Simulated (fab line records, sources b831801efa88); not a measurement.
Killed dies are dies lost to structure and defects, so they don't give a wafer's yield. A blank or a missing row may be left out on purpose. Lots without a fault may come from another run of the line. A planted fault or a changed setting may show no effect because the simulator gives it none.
One fault seen from 2 desks | flow sky130 | each desk has only its own numbers; what lay behind them comes last

THE TOOL OWNER'S DESK: cmp-02
The tool's own readings at SKY_VIA1_CMP_24 (polishes, stops on SiO2, t overpolish 15 s, target thk 0 nm): means of the sampled wafers that have a number, for each lot that ran on this tool. A lot is out of limits, marked OUT, if its mean lies more than 4 standard deviations from the usual mean; the brackets give that distance.
Columns: A = motor_current_A at SKY_VIA1_CMP_24, usual 10.3 A; B = overpolish_run_s at SKY_VIA1_CMP_24, usual 14.999 s; C = time_to_endpoint_s at SKY_VIA1_CMP_24, usual 65 s
lot  | first seen here | A    | B                        | C
L871 | day 33 22:46    | 10.2 | 14.996                   | 65
L873 | day 34 20:26    | 10.3 | 14.995                   | 64
L877 | day 36 13:40    | 10.3 | 14.995                   | 68
L878 | day 36 13:52    | 10.1 | 15.000                   | 69
L880 | day 37 04:42    | 11.6 | 17.079 (+99 or more) OUT | 67
L891 | day 40 08:44    | 11.0 | 14.999                   | 65
L892 | day 40 17:46    | 11.1 | 15.002                   | 68
This desk's finding: out of limits on L880; first on L880, day 37 04:42 (overpolish_run_s at SKY_VIA1_CMP_24). In limits: L871, L873, L877, L878, L891, L892.

THE METROLOGY DESK
What the gauges read, lot by lot, whatever tool the lot ran on: means of the sampled wafers that have a number. A lot is out of limits, marked OUT, if its mean lies more than 4 standard deviations from the usual mean; the brackets give that distance.
Columns: A = METAL2_OVL at SKY_METAL2_OVL_MEAS_16, usual 1 nm
lot  | first seen here | A
L871 | day 35 02:17    | 6
L873 | day 35 23:25    | -1
L876 | day 37 09:17    | 17
L877 | day 37 16:13    | 3
L878 | day 37 16:26    | -4
L880 | day 38 06:55    | -2
L882 | day 38 23:59    | 6
L890 | day 41 02:34    | 6
L891 | day 41 10:28    | 7
L892 | day 41 19:14    | -2
L893 | day 41 22:04    | -9
L894 | day 42 03:10    | 4
This desk's finding: nothing out of limits on any of the 12 lots.

PUT TOGETHER
The tool owner's desk could have raised an alarm at day 37 04:42, on L880.
The metrology desk saw nothing out of limits.
The metrology desk has L880 on record, within its limits.
Of the lots named, all ran SKY_VIA1_CMP_24 on cmp-02.

WHAT THE SIMULATOR HAD PUT IN
Process parameter drift: cmp-02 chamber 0, from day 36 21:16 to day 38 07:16, at SKY_VIA1_CMP_24. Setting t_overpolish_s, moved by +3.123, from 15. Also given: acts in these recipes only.
Lots struck among those shown: L880.
Hours from the fault's start to each desk's first reading out of limits: the tool owner's desk, 7.
